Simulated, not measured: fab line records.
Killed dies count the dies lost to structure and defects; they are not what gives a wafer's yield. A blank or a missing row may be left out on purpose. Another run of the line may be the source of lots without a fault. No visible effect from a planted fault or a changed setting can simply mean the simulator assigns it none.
fab line records	flow sky130
record: lots: 15	wafers: 45	lastDay: 50
route steps=708 shown CONTACT@406 METAL1@454
lots with no fault: from the same line, run without faults
startH: the number of hours between the record's first day and the start of the first shown wafer of the lot	waitH: hours elapsed since this lot's preceding step	" as in the row above	L1.1+2: one row covering several wafers at once	- no value present, or no start provided	* or withheld: withheld	< > ~ a bound
route shown NAME@n: a module of which the file shows steps, and the number in the route of the first	usual: average and standard deviation across the fault-free wafers	same: alike in all rows	chamber/n: place in a boat	sites: the reading at each site	_std_site: the values' standard deviation	_edge_site: the outer-site mean with the inner-site mean subtracted	radiusMm: how far each site lies from the wafer's centre	mask NAME#n: copy n	behind: the most recent tool/chamber to have shaped the wafer	hold: why the lot was held/for how many hours/how that ended	device: the transistor (n, p or np) that didn't switch	end of line: at the end of the route, the tests of the same wafers	step lacking rows: just its recipe	killed: dies lost to structure and defects at the first sort, not the wafer's yield	map: shows each die of a wafer: x if killed, . if not, _ if none is there
set.NAME: the run value of the setting; set.NAME@STEP: its run value at that earlier step	model.NAME: the simulator's own value behind a step, which no gauge read
one table for each step of the route and one row for each wafer, over a sample of lots
services: a tool's chamber out of use, with start hour (startH, from the record's first day; less than 0 if before it), hours out, and reason
== steps ==
step: SKY_CONTACT_CVD_00
recipe: material: Si3N4	targetThkNm: 75	tempC: 400	timeS: withheld	rfW: 450
usual: heaterPowerW: 728/110
lot.wafer	tool	chamber	startH	waitH	heaterPowerW
L395.1	pecvd-02	1	705.63	0.0	616
L395.3	"	0	"	"	858
L395.4	"	1	"	"	605
L396.4	pecvd-03	0	708.21	0.0	778
L396.5	"	2	"	"	623
L396.6	"	1	"	"	867
L397.3	pecvd-02	0	735.14	0.0	715
L397.5	"	2	"	"	845
L397.6	"	1	"	"	607
L399.2	pecvd-01	0	736.34	0.0	613
L399.3	"	2	"	"	609
L399.4	"	2	"	"	609
L403.4	pecvd-03	1	769.90	0.0	843
L403.5	"	0	"	"	806
L403.6	"	2	"	"	584
L404.1	pecvd-01	0	783.48	0.0	659
L404.2	"	2	"	"	592
L404.4	"	2	"	"	594
L406.1	pecvd-01	0	792.77	0.0	724
L406.4	"	0	"	"	691
L406.6	"	1	"	"	611
L405.2	pecvd-02	0	793.63	0.0	693
L405.5	"	2	"	"	862
L405.6	"	0	"	"	689
L410.2	pecvd-02	2	835.75	0.0	870
L410.3	"	0	"	"	732
L410.5	"	2	"	"	907
L411.3	pecvd-03	0	835.83	0.0	701
L411.5	"	1	"	"	758
L411.6	"	2	"	"	663
L412.1	pecvd-02	2	842.10	0.0	839
L412.3	"	0	"	"	727
L412.6	"	0	"	"	718
L415.1	pecvd-02	0	860.03	0.0	796
L415.4	"	0	"	"	790
L415.6	"	2	"	"	887
L416.2	pecvd-02	1	868.10	0.0	482
L416.5	"	0	"	"	829
L416.6	"	2	"	"	777
L417.1	pecvd-01	0	897.60	0.0	731
L417.3	"	1	"	"	667
L417.4	"	1	"	"	688
L418.2	pecvd-01	0	898.64	0.0	720
L418.4	"	2	"	"	695
L418.5	"	0	"	"	693
step: SKY_CONTACT_SPUTTER_23
recipe: material: TiN	targetThkNm: 20	chamberPressurePa: 5	powerW: 4000	timeS: 80
usual: throttleValvePct: 30.3/0.98
lot.wafer	tool	chamber	startH	waitH	throttleValvePct
L395.1	pvdSputter-03	-	735.36	0.0	32.3
L395.3	"	-	"	"	30.7
L395.4	"	-	"	"	29.0
L396.4	pvdSputter-01	-	737.39	0.0	28.9
L396.5	"	-	"	"	31.2
L396.6	"	-	"	"	29.2
L397.3	pvdSputter-04	-	763.55	0.0	29.1
L397.5	"	-	"	"	30.9
L397.6	"	-	"	"	29.0
L399.2	pvdSputter-01	-	764.83	0.0	30.2
L399.3	"	-	"	"	31.2
L399.4	"	-	"	"	31.3
L403.4	pvdSputter-01	-	797.45	0.0	28.8
L403.5	"	-	"	"	29.3
L403.6	"	-	"	"	30.3
L404.1	pvdSputter-04	-	811.36	0.0	30.8
L404.2	"	-	"	"	30.8
L404.4	"	-	"	"	30.4
L406.1	pvdSputter-03	-	820.70	0.0	32.1
L406.4	"	-	"	"	29.3
L406.6	"	-	"	"	30.8
L405.2	pvdSputter-03	-	821.40	0.0	29.3
L405.5	"	-	"	"	30.8
L405.6	"	-	"	"	32.2
L410.2	pvdSputter-04	-	863.05	0.0	30.9
L410.3	"	-	"	"	28.7
L410.5	"	-	"	"	28.7
L411.3	pvdSputter-03	-	863.40	0.0	30.8
L411.5	"	-	"	"	30.3
L411.6	"	-	"	"	29.1
L412.1	pvdSputter-03	-	868.85	0.0	32.1
L412.3	"	-	"	"	31.0
L412.6	"	-	"	"	29.3
L415.1	pvdSputter-03	-	887.19	0.0	32.0
L415.4	"	-	"	"	30.2
L415.6	"	-	"	"	29.0
L416.2	pvdSputter-01	-	895.21	0.0	31.2
L416.5	"	-	"	"	29.2
L416.6	"	-	"	"	30.5
L417.1	pvdSputter-01	-	923.93	0.0	31.2
L417.3	"	-	"	"	29.6
L417.4	"	-	"	"	28.7
L418.2	pvdSputter-04	-	925.22	0.0	31.0
L418.4	"	-	"	"	31.0
L418.5	"	-	"	"	30.6
step: SKY_CONTACT_CVD_24
recipe: material: W	targetThkNm: 340	timeS: 102.12	tempC: 400	pressureTorr: 40
usual: heaterPowerW: 902/55
lot.wafer	tool	chamber	startH	waitH	heaterPowerW
L395.1	cvdW-01	0	735.42	0.0	872
L395.3	"	0	"	"	896
L395.4	"	1	"	"	987
L396.4	cvdW-02	1	737.48	0.1	836
L396.5	"	1	"	"	837
L396.6	"	0	"	"	849
L397.3	cvdW-01	1	763.65	0.1	999
L397.5	"	0	"	"	928
L397.6	"	1	"	"	958
L399.2	cvdW-01	1	764.89	0.0	985
L399.3	"	1	"	"	972
L399.4	"	0	"	"	885
L403.4	cvdW-01	1	797.55	0.1	1006
L403.5	"	0	"	"	896
L403.6	"	1	"	"	970
L404.1	cvdW-01	0	811.42	0.0	911
L404.2	"	1	"	"	993
L404.4	"	0	"	"	912
L406.1	cvdW-01	0	820.77	0.0	877
L406.4	"	1	"	"	954
L406.6	"	1	"	"	976
L405.2	cvdW-01	1	821.46	0.0	969
L405.5	"	1	"	"	1003
L405.6	"	0	"	"	909
L410.2	cvdW-01	1	863.12	0.0	991
L410.3	"	1	"	"	976
L410.5	"	1	"	"	992
L411.3	cvdW-02	0	863.50	0.1	857
L411.5	"	0	"	"	848
L411.6	"	1	"	"	869
L412.1	cvdW-01	1	868.91	0.0	992
L412.3	"	1	"	"	978
L412.6	"	1	"	"	958
L415.1	cvdW-01	1	887.25	0.0	1006
L415.4	"	1	"	"	982
L415.6	"	0	"	"	893
L416.2	cvdW-02	1	895.27	0.0	871
L416.5	"	1	"	"	859
L416.6	"	0	"	"	877
L417.1	cvdW-02	1	924.00	0.0	839
L417.3	"	1	"	"	835
L417.4	"	0	"	"	885
L418.2	cvdW-02	1	925.28	0.0	838
L418.4	"	1	"	"	813
L418.5	"	0	"	"	860
step: SKY_METAL1_STRIP_20
recipe: chemistry: O2/N2	powerW: 1400	pressureMtorr: 1500	platenTempC: withheld	o2FlowSccm: 3000	n2FlowSccm: 300	overashFraction: 0.5
usual: chamberPressureMTorr: 1499.9/1.3	drypumpMotorCurrentA: 5.8/0.43	oesProductAu: 0.342/0.0044	overashFraction: 0.5/0	stripTimeToEndpointS: 2.69/0.043
lot.wafer	tool	chamber	startH	waitH	chamberPressureMTorr	drypumpMotorCurrentA	oesProductAu	overashFraction	rfHoursCounterH	stripTimeToEndpointS
L395.1	plasmaAsher-02	1	763.58	0.1	1499.6	6.1	0.343	0.5	2	2.73
L395.3	"	0	"	"	1497.4	5.2	0.339	0.5	-	2.68
L395.4	"	1	"	"	1500.8	6.1	0.343	0.5	-	2.60
L396.4	plasmaAsher-01	0	766.07	0.1	1497.5	6.5	0.349	0.5	-	2.76
L396.5	"	1	"	"	1500.9	6.0	0.350	0.5	-	2.75
L396.6	"	0	"	"	1498.3	6.5	0.343	0.5	-	2.68
L397.3	plasmaAsher-04	1	791.03	0.1	1499.0	5.5	0.347	0.5	-	2.61
L397.5	"	0	"	"	1500.8	5.8	0.344	0.5	-	2.61
L397.6	"	1	"	"	1500.8	5.5	0.351	0.5	-	2.69
L399.2	plasmaAsher-02	1	792.60	0.1	1502.9	6.1	0.339	0.5	5	2.63
L399.3	"	0	"	"	1499.4	5.2	0.337	0.5	-	2.65
L399.4	"	1	"	"	1497.9	6.1	0.335	0.5	-	2.71
L403.4	plasmaAsher-01	1	825.35	0.1	-	-	-	-	-	-
L403.5	"	0	"	"	-	-	-	-	-	-
L403.6	"	1	"	"	-	-	-	-	-	-
L404.1	plasmaAsher-01	0	839.20	0.1	-	-	-	-	-	-
L404.2	"	1	"	"	-	-	-	-	-	-
L404.4	"	0	"	"	-	-	-	-	-	-
L406.1	plasmaAsher-02	0	847.87	0.1	-	-	-	-	-	-
L406.4	"	0	"	"	-	-	-	-	-	-
L406.6	"	0	"	"	-	-	-	-	-	-
L405.2	plasmaAsher-02	1	848.82	0.1	1499.9	6.1	0.340	0.5	12	2.68
L405.5	"	1	"	"	1500.9	6.1	0.335	0.5	-	2.74
L405.6	"	0	"	"	1499.0	5.2	0.337	0.5	-	2.67
L410.2	plasmaAsher-01	0	889.57	0.1	1498.8	6.5	0.347	0.5	42	2.78
L410.3	"	1	"	"	1497.5	6.0	0.345	0.5	-	2.75
L410.5	"	0	"	"	1497.7	6.5	0.336	0.5	-	2.67
L411.3	plasmaAsher-02	1	889.95	0.1	1501.8	6.1	0.341	0.5	-	2.73
L411.5	"	1	"	"	1498.5	6.1	0.338	0.5	-	2.67
L411.6	"	0	"	"	1501.6	5.2	0.349	0.5	-	2.72
L412.1	plasmaAsher-01	1	896.43	0.1	1498.4	6.0	0.351	0.5	42	2.70
L412.3	"	1	"	"	1502.7	6.0	0.342	0.5	-	2.73
L412.6	"	1	"	"	1499.2	6.0	0.334	0.5	-	2.66
L415.1	plasmaAsher-04	0	913.50	0.1	1500.4	5.8	0.345	0.5	82	2.71
L415.4	"	1	"	"	1499.6	5.5	0.351	0.5	-	2.69
L415.6	"	1	"	"	1501.0	5.5	0.345	0.5	-	2.65
L416.2	plasmaAsher-04	0	921.42	0.1	1502.5	5.9	0.343	0.5	83	2.72
L416.5	"	0	"	"	1500.8	5.8	0.344	0.5	-	2.73
L416.6	"	1	"	"	1500.3	5.5	0.339	0.5	-	2.73
L417.1	plasmaAsher-02	0	949.61	0.1	1500.1	5.2	0.335	0.5	22	2.64
L417.3	"	1	"	"	1500.2	6.1	0.339	0.5	-	2.72
L417.4	"	0	"	"	1499.6	5.2	0.342	0.5	-	2.65
L418.2	plasmaAsher-02	1	950.37	0.1	1500.8	6.1	0.340	0.5	23	2.69
L418.4	"	0	"	"	1499.4	5.2	0.332	0.5	-	2.75
L418.5	"	0	"	"	1501.8	5.3	0.340	0.5	-	2.70
== services ==
tool	chamber	startH	hours	kind
pvdSputter-04	-	730.83	1.4	repair
plasmaAsher-02	-	733.75	9.0	pm
plasmaAsher-02	0	733.75	9.0	ventCycle
plasmaAsher-02	1	733.75	9.0	ventCycle
pecvd-02	2	737.28	2.1	scheduledDown
plasmaAsher-02	0	742.75	-	clean
plasmaAsher-02	1	742.75	-	clean
pecvd-01	2	750.80	4.2	repair
pecvd-01	1	751.15	21.4	repair
cvdW-02	0	753.71	10.1	repair
pecvd-03	-	774.91	14.6	pm
pecvd-03	-	789.51	5.5	pm
plasmaAsher-01	-	791.39	28.3	pm
pecvd-03	-	810.58	0.5	repair
pvdSputter-01	-	838.35	1.6	repair
pecvd-03	0	872.68	7.7	repair
pecvd-03	-	896.89	2.8	pm
cvdW-02	-	904.00	14.0	pm
pvdSputter-03	-	904.85	24.6	repair
pecvd-03	-	927.35	1.8	repair
pecvd-02	-	930.70	2.8	repair
cvdW-02	-	933.00	2.8	pm
pvdSputter-04	-	937.41	8.7	repair
plasmaAsher-04	-	948.72	29.3	repair
== key ==
firstSign: step: SKY_METAL1_STRIP_20	reading: toolRecord	direction: missing
effect none on later readings
metAt SKY_METAL1_STRIP_20
struckLots L403,L404,L406
laterRowsLeftOut L403.4,L403.5,L403.6,L404.1,L404.2,L404.4,L406.1,L406.4,L406.6
sortLeftOut L403.4,L403.5,L403.6,L404.1,L404.2,L404.4,L406.1,L406.4,L406.6
notActingAt SKY_CONTACT_CVD_00,SKY_CONTACT_SPUTTER_23,SKY_CONTACT_CVD_24
onsetBetween 792.60 825.35
fault: kind: skippedStepWhole	tool: plasmaAsher-01,plasmaAsher-02	chamber: -	onsetH: 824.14	steps: SKY_METAL1_STRIP_20	scope: struckLotsOnly
sortLeftOut: the simulated sort isn't trusted on such a fault, so these wafers' sort isn't shown, and their yield isn't known
laterRowsLeftOut: the simulator's readings of these wafers behind a module that went badly wrong aren't trusted and aren't shown, but for the sort
